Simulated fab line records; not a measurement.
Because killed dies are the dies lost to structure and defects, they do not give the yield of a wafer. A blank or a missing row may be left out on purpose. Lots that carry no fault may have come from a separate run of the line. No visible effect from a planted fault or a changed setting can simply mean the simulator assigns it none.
A struck lot beside a sound one    flow sky130    43 steps out of a route of 708
Sound: these wafers, L192.1, L192.2, L192.4. Wafers struck: L208.3, L208.4, L208.6. At the end, the cause is stated.
Each step with rows lists, per side, the tool, then ch with its chambers, then its first start. Under that, the readings that differ: sound wafers    struck wafers    difference of the means    sigmas: that difference in standard deviations of wafers without a fault.
alike: readings with means less than 2 such deviations apart, plus words and numbers identical on both sides. not compared: withheld readings, readings lacking a value on some wafer, bounds such as >300 that could conceal the same value, and numbers that have no deviation in the record and whose values overlap.
Wherever a step has rows on one side only, a row that says differs or no value, or a row with sigmas, the two part there. When numbers do not overlap yet have no deviation, they are printed without sigmas and do not part them. Lack of a reading on every wafer of one side parts them only where that side has two or more wafers.

SKY_SPACER_ETCHBACK_02: etches Si3N4 in CH3F/O2, stops on SiO2, time 46.7 s, target depth 45 nm.
  sound on rie-diel-01 ch 0,1,3, day 24 09:55; struck on rie-diel-04 ch 1,2,3, day 29 20:38
  alike: chamber-pressure-mTorr, drypump-motor-current-A, oes-product-au, throttle-valve-pct
  not compared: rf-hours-counter-h
then, 8 steps without rows for these wafers: SKY_POLY_CUT_DEHYDRATE_00 (time 60 s); SKY_POLY_CUT_HMDS_01 (prime time 60 s); SKY_POLY_CUT_COAT_02 (resist thk 60 nm); SKY_POLY_CUT_COAT_03 (resist thk 450 nm); SKY_POLY_CUT_SOFTBAKE_04 (time 90 s); SKY_POLY_CUT_EXPOSE_05 (exposes mask NPCM, target cd 270 nm); SKY_POLY_CUT_PEB_06; SKY_POLY_CUT_DEVELOP_07 (develop time 60 s).
SKY_POLY_CUT_CD_MEAS_08 targets a cd of 270 nm.
  struck on cd-sem-02, day 30 23:46; sound on cd-sem-01, day 25 15:34
  alike: cd-nm
SKY_POLY_CUT_OVL_MEAS_09:
  struck on overlay-02, day 30 23:51; sound on overlay-01, day 25 15:41
  alike: POLY_CUT_OVL
SKY_POLY_CUT_ETCH_10: etches BARC in N2/H2, stops on SiO2, time 45.9 s, target depth 60 nm.
  sound on rie-diel-03 ch 0,2,3, day 25 15:44; struck on rie-diel-01 ch 0,1, day 30 23:53
  alike: chamber-pressure-mTorr, drypump-motor-current-A, oes-product-au, throttle-valve-pct
  not compared: rf-hours-counter-h
SKY_POLY_CUT_ETCH_11: etches Si3N4 in CF4/CH2F2/Ar, stops on poly-Si, time 42.5 s, target depth 60 nm.
  sound on rie-diel-03 ch 0,2,3, day 25 15:46; struck on rie-diel-01 ch 0,1, day 30 23:55
  alike: cf4-flow-sccm, chamber-pressure-mTorr, drypump-motor-current-A, oes-product-au, throttle-valve-pct
  not compared: rf-hours-counter-h
SKY_POLY_CUT_STRIP_12: strips in O2/N2.
  sound on plasma-asher-04 ch 0,1, day 25 15:49; struck on plasma-asher-02 ch 0,1, day 30 23:59
reading                       sound              struck             difference  sigmas
strip-time-to-endpoint-s (s)  5.366 5.408 5.386  5.359 5.345 5.341  -0.038      -2
  alike: chamber-pressure-mTorr, drypump-motor-current-A, oes-product-au
  not compared: rf-hours-counter-h
then, 7 steps without rows for these wafers: SKY_SD_P_DEHYDRATE_00 (time 60 s); SKY_SD_P_HMDS_01 (prime time 60 s); SKY_SD_P_COAT_02 (resist thk 1140 nm); SKY_SD_P_SOFTBAKE_03 (time 60 s); SKY_SD_P_EXPOSE_04 (exposes mask PSDM, target cd 380 nm); SKY_SD_P_PEB_05; SKY_SD_P_DEVELOP_06 (develop time 60 s).
SKY_SD_P_CD_MEAS_07 targets a cd of 380 nm.
  struck on cd-sem-02, day 32 03:38; sound on cd-sem-02, day 26 20:59
  alike: cd-nm
SKY_SD_P_OVL_MEAS_08:
  struck on overlay-02, day 32 03:43; sound on overlay-02, day 26 21:07
  alike: SD_P_OVL
then, 1 step without rows for these wafers: SKY_SD_P_IMPLANT_09.
SKY_SD_P_STRIP_10: strips in O2/N2.
  sound on plasma-asher-01 ch 0,1, day 26 21:18; struck on plasma-asher-01 ch 0,1, day 32 03:56
  alike: chamber-pressure-mTorr, drypump-motor-current-A, oes-product-au, strip-time-to-endpoint-s
  not compared: rf-hours-counter-h
SKY_SD_P_TW_MEAS_11:
  struck on film-metro-04, day 32 04:01; sound on film-metro-01, day 26 21:24
  alike: SD_P_TW
then, 8 steps without rows for these wafers: SKY_RES_XHIGH_DEHYDRATE_00 (time 60 s); SKY_RES_XHIGH_HMDS_01 (prime time 60 s); SKY_RES_XHIGH_COAT_02 (resist thk 1140 nm); SKY_RES_XHIGH_SOFTBAKE_03 (time 60 s); SKY_RES_XHIGH_EXPOSE_04 (exposes mask URPM, target cd 1270 nm); SKY_RES_XHIGH_PEB_05; SKY_RES_XHIGH_DEVELOP_06 (develop time 60 s); SKY_RES_XHIGH_IMPLANT_07.
SKY_RES_XHIGH_STRIP_08: strips in O2/N2.
  sound on plasma-asher-03 ch 0,1, day 28 02:11; struck on plasma-asher-02 ch 0,1, day 33 07:16
reading                       sound              struck             difference  sigmas
strip-time-to-endpoint-s (s)  14.29 14.30 14.29  14.22 14.19 14.22  -0.08       -2
  alike: chamber-pressure-mTorr, drypump-motor-current-A, oes-product-au
  not compared: rf-hours-counter-h
SKY_RES_XHIGH_TW_MEAS_09:
  struck on film-metro-02, day 33 07:21; sound on film-metro-04, day 28 02:17
  alike: RES_XHIGH_TW
then, 6 steps without rows for these wafers: SKY_SD_N_DEHYDRATE_00 (time 60 s); SKY_SD_N_HMDS_01 (prime time 60 s); SKY_SD_N_COAT_02 (resist thk 1140 nm); SKY_SD_N_SOFTBAKE_03 (time 60 s); SKY_SD_N_EXPOSE_04 (exposes mask NSDM, target cd 380 nm); SKY_SD_N_PEB_05.
-- record jumps: 17 days separate the struck wafers' starts on either side; left off in module SD_N, taken up again in module PAD_OPEN, whose first shown step is the route's number 708 --
SKY_PAD_OPEN_PROBE_99:
  only the struck wafers here have rows in the record (prober-01, day 50 08:37); the sound ones have none

WHERE THEY PART
At SKY_POLY_CUT_STRIP_12 first; at SKY_PAD_OPEN_PROBE_99 last (within this record only).

WHY: whatever the simulator had introduced
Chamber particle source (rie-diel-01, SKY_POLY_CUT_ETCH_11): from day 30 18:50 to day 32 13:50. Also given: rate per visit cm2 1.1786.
